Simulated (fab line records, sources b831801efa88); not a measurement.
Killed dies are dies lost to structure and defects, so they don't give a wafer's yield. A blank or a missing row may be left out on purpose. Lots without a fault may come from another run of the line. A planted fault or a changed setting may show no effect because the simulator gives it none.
Which tool did it? | flow gf180mcu | 13 lots, 39 wafers sampled, at 4 steps of a route of 602

WHAT THE GAUGES READ, wafer by wafer
GF_V1_THK_MEAS_25: measures by xrf.
lot  | measured     | on            | V1_W_THK (nm)
L819 | day 18 20:28 | film_metro-02 | 340 333 339
L820 | day 19 06:12 | film_metro-01 | 339 345 346
L821 | day 19 08:48 | film_metro-02 | 337 338 338
L822 | day 20 02:01 | film_metro-01 | 336 341 341
L825 | day 21 01:46 | film_metro-02 | 340 342 340
L826 | day 21 08:06 | film_metro-02 | 342 337 339
L828 | day 22 02:43 | film_metro-03 | 340 342 340
L829 | day 22 07:17 | film_metro-01 | 335 336 337
L830 | day 22 17:27 | film_metro-03 | 344 342 344
L838 | day 25 06:38 | film_metro-01 | 346 345 348
L839 | day 25 13:49 | film_metro-03 | 342 340 346
L840 | day 26 08:42 | film_metro-01 | 341 337 340
L841 | day 26 10:32 | film_metro-03 | 346 348 350

GF_V2_THK_MEAS_01.
lot  | measured     | on            | V2_CVD_00_THK (nm)
L819 | day 19 22:12 | film_metro-04 | 600 600 606
L820 | day 20 08:04 | film_metro-02 | 611 607 608
L821 | day 20 10:23 | film_metro-03 | 601 610 602
L822 | day 21 03:47 | film_metro-04 | 608 610 607
L825 | day 22 03:47 | film_metro-02 | 594 597 593
L826 | day 22 09:23 | film_metro-04 | 594 601 598
L828 | day 23 03:14 | film_metro-04 | 592 602 598
L829 | day 23 07:35 | film_metro-02 | 602 604 606
L830 | day 23 17:32 | film_metro-02 | 608 600 613
L838 | day 26 05:53 | film_metro-03 | 600 602 599
L839 | day 26 12:04 | film_metro-02 | 588 602 589
L840 | day 27 06:34 | film_metro-02 | 602 590 596
L841 | day 27 08:30 | film_metro-02 | 598 599 600

WHICH TOOL RAN EACH LOT (tool, then ch and the chambers of the sampled wafers, then the start)
lot  | GF_HV_LDD_IMPLANT_48            | GF_M1_STRIP_17
L819 | implanter-02 ch 0, day 12 22:31 | plasma_asher-02 ch 0,1, day 17 18:40
L820 | implanter-03 ch 0, day 13 06:32 | plasma_asher-04 ch 0, day 18 03:50
L821 | implanter-03 ch 0, day 13 10:34 | plasma_asher-02 ch 0,1, day 18 06:38
L822 | implanter-04 ch 0, day 13 21:34 | plasma_asher-03 ch 0,1, day 18 22:37
L825 | implanter-03 ch 0, day 14 19:49 | plasma_asher-02 ch 1, day 19 22:47
L826 | implanter-04 ch 0, day 15 01:50 | plasma_asher-04 ch 0,1, day 20 05:31
L828 | implanter-03 ch 0, day 15 18:50 | plasma_asher-02 ch 0,1, day 21 00:04
L829 | implanter-03 ch 0, day 15 23:50 | plasma_asher-03 ch 0,1, day 21 05:17
L830 | implanter-02 ch 0, day 16 08:57 | plasma_asher-03 ch 0,1, day 21 15:08
L838 | implanter-02 ch 0, day 19 00:11 | plasma_asher-04 ch 0,1, day 24 05:47
L839 | implanter-03 ch 0, day 19 09:23 | plasma_asher-02 ch 0,1, day 24 13:56
L840 | implanter-02 ch 0, day 20 06:08 | plasma_asher-04 ch 0,1, day 25 08:44
L841 | implanter-04 ch 0, day 20 09:37 | plasma_asher-03 ch 0,1, day 25 11:05
- GF_HV_LDD_IMPLANT_48
- GF_M1_STRIP_17: strips in O2/N2.

WHAT THE TOOLS THEMSELVES READ (means of the sampled wafers that have a number; where no wafer has one, the mark that the record gives instead)
GF_HV_LDD_IMPLANT_48.
lot  | tool         | beam_energy_keV | beam_on_s (s) | dose_ions_cm2 | end_station_pressure_torr (Torr)
L819 | implanter-02 | 25.007          | 10.11         | 3.001e+13     | 5.2e-06
L820 | implanter-03 | 25.005          | 10.05         | 2.995e+13     | 5.0e-06
L821 | implanter-03 | 24.997          | 10.04         | 3.000e+13     | 5.4e-06
L822 | implanter-04 | 25.010          | 9.65          | 3.000e+13     | 4.9e-06
L825 | implanter-03 | 24.994          | 10.07         | 3.001e+13     | 5.2e-06
L826 | implanter-04 | 25.002          | 9.89          | 3.004e+13     | 5.0e-06
L828 | implanter-03 | 20.258          | 10.00         | 3.001e+13     | 5.1e-06
L829 | implanter-03 | 20.266          | 10.10         | 2.999e+13     | 5.1e-06
L830 | implanter-02 | 24.997          | 10.08         | 3.000e+13     | 5.0e-06
L838 | implanter-02 | 24.999          | 10.05         | 3.001e+13     | 5.1e-06
L839 | implanter-03 | 25.002          | 10.05         | 2.998e+13     | 5.3e-06
L840 | implanter-02 | 24.998          | 9.94          | 3.000e+13     | 5.1e-06
L841 | implanter-04 | 25.003          | 10.00         | 2.999e+13     | 5.2e-06

GF_M1_STRIP_17.
lot  | tool            | drypump_motor_current_A (A) | heater_power_w (W) | n2_flow_sccm (sccm) | oes_product_au (a.u.) | strip_time_to_endpoint_s (s)
L819 | plasma_asher-02 | 5.62                        | 345                | 298.7               | 0.535                 | 7.34
L820 | plasma_asher-04 | 5.24                        | 322                | 301.1               | 0.536                 | 7.35
L821 | plasma_asher-02 | 5.63                        | 346                | 299.4               | 0.537                 | 7.37
L822 | plasma_asher-03 | 5.63                        | 334                | 300.3               | 0.536                 | 7.36
L825 | plasma_asher-02 | 5.47                        | 385                | 299.9               | 0.540                 | 7.47
L826 | plasma_asher-04 | 5.43                        | 302                | 300.6               | 0.542                 | 7.43
L828 | plasma_asher-02 | 5.61                        | 340                | 300.2               | 0.538                 | 7.35
L829 | plasma_asher-03 | 5.64                        | 337                | 299.7               | 0.530                 | 7.36
L830 | plasma_asher-03 | 5.65                        | 335                | 301.5               | 0.533                 | 7.33
L838 | plasma_asher-04 | 5.62                        | 288                | 299.6               | 0.534                 | 7.32
L839 | plasma_asher-02 | 5.53                        | 364                | 301.3               | 0.535                 | 7.36
L840 | plasma_asher-04 | 5.63                        | 292                | 298.9               | 0.537                 | 7.33
L841 | plasma_asher-03 | 5.71                        | 329                | 299.5               | 0.541                 | 7.34

THE ANSWER, worked out from the rows above alone
Rule: what is usual is taken from the lots themselves. Put in order of their means at a reading, lots are off if they are a third of the lots or fewer, leave a main group of 4 or more, and stand apart from it by a gap of 3 or more times the standard deviation of the main group's means; of several such gaps the widest counts. A main group whose means are all the same, to the digits that the tables above print for the reading, isn't used. A lot without any number at a reading at which 4 lots or more have one is off too. The other lots that the step has rows for count as sound. The gauges are gone through in route order, then the tools' own readings, and for those a lot's mean is taken as printed above. The first step at which some lot is off is used, and at that step the reading that is off furthest; a lot without a number counts as furthest.
Off: L828, L829, at GF_HV_LDD_IMPLANT_48 (beam_energy_keV). The main group: mean 25.001, standard deviation 0.0046.
A tool fits if, at that step or a process step before it, it ran every lot that is off, and no sound lot after the first of them. None of those tried fits.

WHAT THE SIMULATOR HAD PUT IN
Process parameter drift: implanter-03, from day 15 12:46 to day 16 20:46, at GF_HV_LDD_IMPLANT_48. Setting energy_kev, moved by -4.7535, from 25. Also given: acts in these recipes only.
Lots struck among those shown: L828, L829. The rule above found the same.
